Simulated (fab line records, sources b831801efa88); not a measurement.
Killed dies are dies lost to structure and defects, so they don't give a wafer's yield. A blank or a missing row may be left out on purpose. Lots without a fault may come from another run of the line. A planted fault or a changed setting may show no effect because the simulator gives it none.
Tool commonality check | flow sky130 | 13 lots, 38 wafers sampled

WHY IT WAS OPENED
At SKY_VIA2_THK_MEAS_01 the reading VIA2_HDPCVD_THK is flagged on 1 of 13 lots. Wafers without a fault read 1178 nm, standard deviation 12.
Rule: a lot is flagged when every wafer of it that has a number lies more than 4 standard deviations from that mean, or none has a number. The other lots count as sound.

lot  | measured     | on            | VIA2_HDPCVD_THK (nm), wafer by wafer | flag
L987 | day 35 00:32 | film_metro-02 | 1171 1167 1167                       |
L988 | day 35 09:11 | film_metro-02 | 1178 1186 1170                       |
L989 | day 35 19:34 | film_metro-03 | 1186 1182 1181                       |
L990 | day 36 04:08 | film_metro-02 | 1202 1185 1186                       |
L991 | day 36 13:13 | film_metro-04 | 1196 1195 1207                       |
L992 | day 37 02:38 | film_metro-02 | 1166 1168 1169                       |
L995 | day 37 22:11 | film_metro-02 | 1191 1197 1191                       |
L100 | day 39 09:58 | film_metro-03 | 1422 1422                            | FLAGGED
L104 | day 40 13:05 | film_metro-04 | 1184 1176 1205                       |
L105 | day 40 17:50 | film_metro-02 | 1172 1185 1171                       |
L106 | day 41 03:33 | film_metro-03 | 1170 1186 1188                       |
L108 | day 41 16:08 | film_metro-02 | 1189 1197 1181                       |
L110 | day 42 04:16 | film_metro-03 | 1174 1173 1149                       |
The numbers of the flagged lots are 1422 nm on average: +244 nm against the usual, or +20 standard deviations.

WHICH TOOL RAN EACH LOT
The record holds 1 process step before the reading, out of a route of 708 steps. In each cell: the tool, then ch and the chambers that the sampled wafers went through, then the start.
lot  | flag    | SKY_VIA2_HDPCVD_00
L987 |         | hdpcvd-02 ch 0,1, day 35 00:25
L988 |         | hdpcvd-01 ch 0,1, day 35 09:04
L989 |         | hdpcvd-01 ch 0,1,2, day 35 19:25
L990 |         | hdpcvd-02 ch 0,2, day 36 04:01
L991 |         | hdpcvd-01 ch 0,1,2, day 36 13:05
L992 |         | hdpcvd-02 ch 0,1, day 37 02:31
L995 |         | hdpcvd-01 ch 0,1, day 37 22:04
L100 | FLAGGED | hdpcvd-01 ch 2, day 39 09:53
L104 |         | hdpcvd-02 ch 0,2, day 40 12:58
L105 |         | hdpcvd-02 ch 1,2, day 40 17:43
L106 |         | hdpcvd-02 ch 0,1, day 41 03:25
L108 |         | hdpcvd-02 ch 0,2, day 41 16:00
L110 |         | hdpcvd-02 ch 1,2, day 42 04:08
What these steps do:
- SKY_VIA2_HDPCVD_00: deposits SiO2, target thk 1180 nm, time 196.7 s.
- SKY_VIA2_THK_MEAS_01

FLAGGED OVER TOTAL, TOOL BY TOOL (the gauges that took the reading come last)
step                 | tool          | lots run | flagged | share of the flagged lots | sound lots run after its first flagged lot
SKY_VIA2_HDPCVD_00   | hdpcvd-01     | 5        | 1       | all                       | 0
SKY_VIA2_HDPCVD_00   | hdpcvd-02     | 8        | 0       | none                      | -
SKY_VIA2_THK_MEAS_01 | film_metro-02 | 7        | 0       | none                      | -
SKY_VIA2_THK_MEAS_01 | film_metro-03 | 4        | 1       | all                       | 2 (L106,L110)
SKY_VIA2_THK_MEAS_01 | film_metro-04 | 2        | 0       | none                      | -

WHAT THE TABLE ALLOWS
2 rows of the table ran every flagged lot: hdpcvd-01 at SKY_VIA2_HDPCVD_00, film_metro-03 at SKY_VIA2_THK_MEAS_01.
- hdpcvd-01 at SKY_VIA2_HDPCVD_00: 1 of its 5 lots flagged. Its last sound lot is L995 (day 37 22:04), its first flagged lot L100 (day 39 09:53): a fault that began between those two fits. Its own readings lie more than 4 standard deviations out on every wafer of the flagged lots: sih4_flow_sccm.
- film_metro-03 at SKY_VIA2_THK_MEAS_01: 1 of its 4 lots flagged. Sound lots ran on it after the first flagged one (L106, L110), which a lasting fault on the whole tool wouldn't allow.
One tool is left: hdpcvd-01 at SKY_VIA2_HDPCVD_00.

WHAT THE SIMULATOR HAD PUT IN
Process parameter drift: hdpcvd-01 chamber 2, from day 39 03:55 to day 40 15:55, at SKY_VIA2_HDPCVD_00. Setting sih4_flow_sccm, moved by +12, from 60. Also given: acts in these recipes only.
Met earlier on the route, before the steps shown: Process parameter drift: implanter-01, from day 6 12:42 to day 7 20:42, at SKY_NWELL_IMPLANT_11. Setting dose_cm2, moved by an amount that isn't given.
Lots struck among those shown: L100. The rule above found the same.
